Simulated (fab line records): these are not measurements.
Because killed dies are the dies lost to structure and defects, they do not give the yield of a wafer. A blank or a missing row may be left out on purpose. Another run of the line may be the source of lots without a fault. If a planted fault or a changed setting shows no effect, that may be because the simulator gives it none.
Matching of chambers -- flow sky130 -- 4 sister chambers for SKY_LI_CONTACT_ETCH_15 on rieDiel-03
The step etches PSG in C4F8/O2/Ar, stops on Si, target depth 600 nm. 20 wafers are shown with their chamber, then 10 later ones without.

## WAFERS, EACH WITH ITS CHAMBER
wafer,chamber,rfFwdPowerW (W),oesProductAu (a.u.)
L074.1,0,1492,0.835
L074.3,1,1488,0.843
L074.5,1,1489,0.834
L079.2,3,1491,0.838
L079.3,1,1499,0.842
L079.5,1,1496,0.836
L080.2,0,1488,0.834
L080.4,1,1497,0.838
L080.5,2,1490,0.828
L081.1,1,1493,0.834
L081.2,2,1486,0.839
L081.6,2,1489,0.835
L085.1,2,1493,0.840
L085.5,0,1484,0.845
L085.6,2,1495,0.843
L090.1,1,1493,0.838
L090.2,2,1488,0.830
L090.5,2,1486,0.843
L092.1,2,1486,0.833
L092.3,0,1485,0.830

SIGNATURES (averages over the wafers above)
reading,chamber 0,chamber 1,chamber 2,chamber 3,scatter within a chamber
rfFwdPowerW,1487.25,1493.57,1489.12,1491.00,3.7
oesProductAu,0.83600,0.83786,0.83637,0.83800,0.00519
Rule: for a wafer and a chamber, the distance is found by dividing, reading by reading, the gap between the wafer's reading and the chamber's mean by the reading's scatter, squaring, summing and taking the root. The wafer belongs to the nearest chamber; if the next one is less than 2 further off, it can't be placed. The scatter: the root of (the sum of the squares of (reading less its chamber's mean) over the shown wafers, divided by (wafers less chambers)).

## WAFERS WHOSE CHAMBER IS MISSING
wafer,rfFwdPowerW (W),oesProductAu (a.u.)
L092.4,1488,0.829
L093.1,1490,0.836
L093.3,1490,0.828
L093.6,1485,0.842
L095.3,1495,0.840
L095.5,1485,0.836
L095.6,1490,0.835
L096.3,1492,0.834
L096.5,1500,0.839
L096.6,1490,0.839

## CHAMBER TAKEN BY EACH
wafer,from the rows above,in truth
L092.4,can't be placed: 0 or 2 or 3 or 1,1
L093.1,can't be placed: 2 or 3 or 0 or 1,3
L093.3,can't be placed: 2 or 0 or 3 or 1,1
L093.6,can't be placed: 0 or 2 or 3 or 1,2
L095.3,can't be placed: 1 or 3 or 2 or 0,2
L095.5,can't be placed: 0 or 2 or 3 or 1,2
L095.6,can't be placed: 2 or 3 or 0 or 1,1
L096.3,can't be placed: 3 or 1 or 2 or 0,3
L096.5,can't be placed: 1 or 3 or 2 or 0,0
L096.6,can't be placed: 3 or 2 or 0 or 1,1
Correctly placed: 0 of 10. From these rows, 10 cannot be placed; in 10 the true chamber is one of the candidates. Number placed wrongly: 0.
